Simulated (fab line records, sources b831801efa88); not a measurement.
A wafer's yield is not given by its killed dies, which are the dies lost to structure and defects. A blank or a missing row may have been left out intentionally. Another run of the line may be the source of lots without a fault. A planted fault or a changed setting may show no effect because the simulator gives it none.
A lot that was struck, set against a sound lot -- flow sky130 -- 15 steps out of a route of 708
Sound: these wafers, L727.1, L727.2, L727.4. Struck: wafer L742.3; the same lot's L742.2 was not struck, so it is left out; see the end for the cause.
Per side, at each step with rows, come the tool, then ch with its chambers, and then its first start. Under that, the readings that differ: sound wafers -- struck wafers -- difference of the means -- sigmas: that difference in standard deviations of wafers without a fault.
alike: words and numbers the same on both sides, and readings whose means are apart by under 2 such deviations; not compared: readings that were withheld, readings missing a value for some wafer, numbers with overlapping values and no deviation given by the record, and bounds like >300 which may hide the same value.
Wherever a step has rows on one side only, a row that says differs or no value, or a row with sigmas, the two part there. When numbers do not overlap yet have no deviation, they are printed without sigmas and do not part them. Lack of a reading on every wafer of one side parts them only where that side has two or more wafers.

SKY_METAL1_STRIP_20: strips in O2/N2.
  sound on plasma_asher-04 ch 0,1, day 32 23:01; struck on plasma_asher-01 ch 1, day 37 22:43
  alike: drypump_motor_current_A, oes_product_au, strip_time_to_endpoint_s
  not compared: rf_hours_counter_h
then, 4 steps without rows for these wafers: SKY_METAL1_STRIP_21 (strips in post etch residue remover, time 1200 s); SKY_METAL1_CLEAN_22 (cleans in IPA, time 180 s); SKY_METAL1_CLEAN_23 (cleans in O3/DIW); SKY_VIA1_HDPCVD_00 (deposits SiO2, target thk 1030 nm, time 171.7 s).
SKY_VIA1_THK_MEAS_01:
  struck on film_metro-03, day 37 23:26; sound on film_metro-04, day 32 23:43
  alike: VIA1_HDPCVD_THK
SKY_VIA1_CMP_02: polishes SiO2.
  sound on cmp-02 ch 0,1,2, day 32 23:55; struck on cmp-01 ch 1, day 37 23:29
  alike: edge_zone_pressure_frac, motor_current_A
SKY_VIA1_BOW_MEAS_03:
  struck on film_metro-03, day 37 23:48; sound on film_metro-01, day 33 00:13
reading,sound,struck,difference,sigmas
VIA1_BOW (um),79 78 85,96,+15,+2
then, 4 steps without rows for these wafers: SKY_VIA1_DEHYDRATE_04 (time 60 s); SKY_VIA1_HMDS_05 (prime time 60 s); SKY_VIA1_COAT_06 (resist thk 60 nm); SKY_VIA1_COAT_07 (resist thk 450 nm).
SKY_VIA1_SOFTBAKE_08: time 90 s.
  sound on litho_track-03 ch 0, day 33 13:00; struck on litho_track-02 ch 0, day 38 12:00
reading,sound,struck,difference,sigmas
heater_power_total_W (W),57.32 57.39 57.23,61.74,+4.43,+40
run_length_s (s),119.17 119.16 119.12,99.80,-19.35,-99 or more
then, 2 steps without rows for these wafers: SKY_VIA1_EXPOSE_09 (exposes mask VIM, target cd 150 nm); SKY_PAD_OPEN_PROBE_99.

## WHERE THEY PART
At SKY_VIA1_BOW_MEAS_03 first; at SKY_VIA1_SOFTBAKE_08 last (within this record only).

WHY: what had been put in by the simulator
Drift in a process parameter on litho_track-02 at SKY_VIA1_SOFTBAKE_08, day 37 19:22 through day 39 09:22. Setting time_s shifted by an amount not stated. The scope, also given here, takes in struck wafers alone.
